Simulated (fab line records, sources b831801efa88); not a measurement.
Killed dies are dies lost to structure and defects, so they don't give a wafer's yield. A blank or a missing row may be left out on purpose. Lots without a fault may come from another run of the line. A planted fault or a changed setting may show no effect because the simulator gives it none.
One fault seen from 2 desks | flow sky130 | each desk has only its own numbers; what lay behind them comes last

THE METROLOGY DESK
What the gauges read, lot by lot, whatever tool the lot ran on: means of the sampled wafers that have a number. A lot is out of limits, marked OUT, if its mean lies more than 4 standard deviations from the usual mean; the brackets give that distance.
Columns: A = SD_N_TW at SKY_SD_N_TW_MEAS_12, usual 4019; B = SD_N_RS at SKY_SD_N_RS_MEAS_16, usual 68.46 ohm/sq; C = cd_nm at SKY_LI_CONTACT_CD_MEAS_12, usual 170.3 nm
lot  | first seen here | A              | B                        | C
L849 | day 28 21:11    | 4045           | 68.34                    | 168.6
L851 | day 29 17:02    | 4035           | 68.34                    | 168.8
L852 | day 29 17:13    | 3970           | 68.47                    | 168.0
L856 | day 32 14:06    | 3439 (-18) OUT | 157.12 (+99 or more) OUT | 168.7
L861 | day 32 19:56    | 3465 (-17) OUT | 153.66 (+99 or more) OUT | 168.7
L863 | day 32 20:32    | 4018           | 68.45                    | 172.6
L868 | day 34 02:35    | 4055           | 68.38                    | 169.6
L870 | day 34 13:43    | 4048           | 68.51                    | 168.9
L871 | day 35 01:46    | 4065           | 68.52                    | 170.9
L872 | day 35 05:36    | 3965           | 68.63                    | 169.1
This desk's finding: out of limits on L856, L861; first on L856, day 32 14:06 (SD_N_TW at SKY_SD_N_TW_MEAS_12). In limits: L849, L851, L852, L863, L868, L870, L871, L872.

THE TOOL OWNER'S DESK: implanter-03
The tool's own readings at SKY_SD_N_IMPLANT_09: means of the sampled wafers that have a number, for each lot that ran on this tool. A lot is out of limits, marked OUT, if its mean lies more than 4 standard deviations from the usual mean; the brackets give that distance.
Columns: A = beam_on_s at SKY_SD_N_IMPLANT_09, usual 15.9 s; B = dose_ions_cm2 at SKY_SD_N_IMPLANT_09, usual 4.001e+15; C = end_station_pressure_torr at SKY_SD_N_IMPLANT_09, usual 1.5e-05 Torr; D = faraday_current_uA at SKY_SD_N_IMPLANT_09, usual 13740
lot  | first seen here | A               | B                           | C                  | D
L849 | day 28 20:48    | 15.4            | 4.004e+15                   | 1.6e-05            | 14181
L851 | day 29 16:38    | 15.3            | 3.999e+15                   | 1.5e-05            | 14213
L856 | day 32 13:43    | 10.0 (-8.5) OUT | 5.493e+14 (-99 or more) OUT | 7.4e-06 (-7.8) OUT | 3080 (-18) OUT
L861 | day 32 19:33    | 9.8 (-8.8) OUT  | 5.520e+14 (-99 or more) OUT | 7.6e-06 (-7.6) OUT | 3127 (-18) OUT
This desk's finding: out of limits on L856, L861; first on L856, day 32 13:43 (beam_on_s at SKY_SD_N_IMPLANT_09). In limits: L849, L851.

PUT TOGETHER
The tool owner's desk could have raised an alarm at day 32 13:43, on L856, L861.
The metrology desk could have raised an alarm at day 32 14:06, on L856, L861.
Of the lots named, all ran SKY_SD_N_IMPLANT_09 on implanter-03.

WHAT THE SIMULATOR HAD PUT IN
Process parameter drift: implanter-03, from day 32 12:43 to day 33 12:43, at SKY_SD_N_IMPLANT_09. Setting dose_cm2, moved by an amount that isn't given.
Lots struck among those shown: L856, L861.
Hours from the fault's start to each desk's first reading out of limits: the tool owner's desk, 1; the metrology desk, 1.
